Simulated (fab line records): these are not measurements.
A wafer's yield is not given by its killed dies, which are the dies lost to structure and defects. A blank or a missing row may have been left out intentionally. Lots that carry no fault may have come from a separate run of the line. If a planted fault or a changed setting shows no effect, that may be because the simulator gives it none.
One fault through the eyes of 2 desks | flow sfq line | each desk holds nothing but its own numbers, with what lay behind them at the end

== THE TOOL OWNER'S DESK: rie metal-04 ==
The tool's own readings at SFQ_TRILAYER_R5_ETCH_METAL_ETCH_139 (etches the open film in Cl2, stops on SiO2, target depth 60 nm, time 40 s): means of the sampled wafers that have a number, for each lot that ran on this tool. Marked OUT: a lot whose mean sits more than 4 standard deviations from the usual mean, which makes it out of limits; the brackets give that distance.
Columns: A = drypump motor current A at SFQ_TRILAYER_R5_ETCH_METAL_ETCH_139, usual 5.70 A; B = oes product au at SFQ_TRILAYER_R5_ETCH_METAL_ETCH_139, usual 0.990 a.u.
lot  | first seen here | A    | B
L415 | day 66 12:58    | 5.88 | 0.987
L421 | day 66 20:10    | 5.85 | 0.892 (-18) OUT
L423 | day 66 22:35    | 5.88 | 0.896 (-18) OUT
L430 | day 70 17:44    | 5.77 | 0.990
This desk finds L421, L423 out of limits, L421 being first, at day 66 20:10 (oes product au at SFQ_TRILAYER_R5_ETCH_METAL_ETCH_139). L415, L430: within limits.

== METROLOGY DESK ==
What the gauges read for every lot (on any tool): the sampled wafers with a number, averaged. Marked OUT: a lot whose mean sits more than 4 standard deviations from the usual mean, which makes it out of limits; the brackets give that distance.
Columns: A = R5_MONX_RS at SFQ_R5_RS_MEAS_933, usual 7.05 ohm/sq; B = R5_MONX_THK at SFQ_R5_THK_MEAS_934, usual 40.4 nm; C = R5_OVL at SFQ_R5_OVL_MEAS_935, usual 0 nm; D = I5_OVL at SFQ_I5_OVL_MEAS_936, usual 1 nm; E = C5_OVL at SFQ_C5_OVL_MEAS_937, usual 0 nm; F = M6_NB_RS at SFQ_M6_RS_MEAS_938, usual 0.889 ohm/sq; G = M8_BOW at SFQ_M8_BOW_MEAS_951, usual 9 um
lot  | first seen here | A    | B    | C  | D  | E  | F     | G
L414 | day 61 01:35    | 7.02 | 40.5 | -1 | -4 | 1  | 0.897 | 17
L415 | day 65 10:25    | 7.06 | 40.4 | -5 | 5  | -2 | 0.892 | -0
L421 | day 66 11:08    | 7.00 | 40.8 | -7 | -1 | 7  | 0.908 | 6
L423 | day 66 17:12    | 7.00 | 41.1 | -0 | 2  | 4  | 0.886 | 17
L430 | day 70 15:09    | 7.16 | 39.9 | -9 | -5 | -2 | 0.865 | 14
L433 | day 75 15:00    | 7.06 | 40.1 | 6  | 2  | -5 | 0.889 | 12
Finding of this desk: none of the 6 lots has anything out of limits.

== TAKEN TOGETHER ==
An alarm could have come from the tool owner's desk at day 66 20:10, on L421, L423.
Nothing out of limits was seen by the metrology desk.
The metrology desk has L421, L423 on record, within its limits.
All the named lots went through SFQ_TRILAYER_R5_ETCH_METAL_ETCH_139 on rie metal-04.

== WHAT THE SIMULATOR PUT IN ==
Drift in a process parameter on rie metal-04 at SFQ_TRILAYER_R5_ETCH_METAL_ETCH_139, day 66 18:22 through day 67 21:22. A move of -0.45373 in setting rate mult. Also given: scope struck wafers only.
Struck lots among those shown: L421, L423.
Hours from the fault's start to each desk's first reading out of limits: the tool owner's desk, 2.
